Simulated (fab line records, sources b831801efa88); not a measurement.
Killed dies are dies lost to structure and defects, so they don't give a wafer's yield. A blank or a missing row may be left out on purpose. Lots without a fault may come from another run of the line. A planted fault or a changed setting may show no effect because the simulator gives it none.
Chamber matching | flow sky130 | SKY_METAL3_ETCH_17 on rie_diel-02: 4 sister chambers
The step etches SiO2 in C4F8/O2/Ar, stops on TiN, time 3.9 s, target depth 15 nm. 14 wafers are shown with their chamber, then 7 later ones without.

WAFERS WITH THEIR CHAMBER
wafer  | chamber | oes_product_au (a.u.)
L079.2 | 0       | 0.758
L079.3 | 2       | 0.755
L079.5 | 3       | 0.764
L086.4 | 1       | 0.755
L086.5 | 1       | 0.746
L086.6 | 2       | 0.743
L090.1 | 0       | 0.763
L090.4 | 2       | 0.748
L090.5 | 1       | 0.759
L092.1 | 3       | 0.762
L092.2 | 1       | 0.773
L092.4 | 0       | 0.772
L094.1 | 3       | 0.748
L094.4 | 0       | 0.754

SIGNATURES (means of the wafers above)
reading        | chamber 0 | chamber 1 | chamber 2 | chamber 3 | scatter within a chamber
oes_product_au | 0.76175   | 0.75825   | 0.74867   | 0.75800   | 0.00886
Rule: a wafer's distance from a chamber is the root of the sum, over the readings, of the square of ((its reading less the chamber's mean) divided by the reading's scatter). The wafer belongs to the nearest chamber; if the next one is less than 2 further off, it can't be placed. The scatter: the root of (the sum of the squares of (reading less its chamber's mean) over the shown wafers, divided by (wafers less chambers)).

WAFERS WITHOUT THEIR CHAMBER
wafer  | oes_product_au (a.u.)
L094.5 | 0.758
L095.1 | 0.763
L095.5 | 0.776
L095.6 | 0.774
L096.2 | 0.751
L096.3 | 0.760
L096.6 | 0.774

WHICH CHAMBER EACH WENT THROUGH
wafer  | from the rows above               | in truth
L094.5 | can't be placed: 3 or 1 or 0 or 2 | 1
L095.1 | can't be placed: 0 or 1 or 3 or 2 | 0
L095.5 | can't be placed: 0 or 1 or 3 or 2 | 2
L095.6 | can't be placed: 0 or 1 or 3 or 2 | 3
L096.2 | can't be placed: 2 or 3 or 1 or 0 | 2
L096.3 | can't be placed: 0 or 1 or 3 or 2 | 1
L096.6 | can't be placed: 0 or 1 or 3 or 2 | 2
Placed correctly: 0 of 7. Can't be placed from these rows: 7 (the true chamber is among the candidates in 7). Placed wrongly: 0.
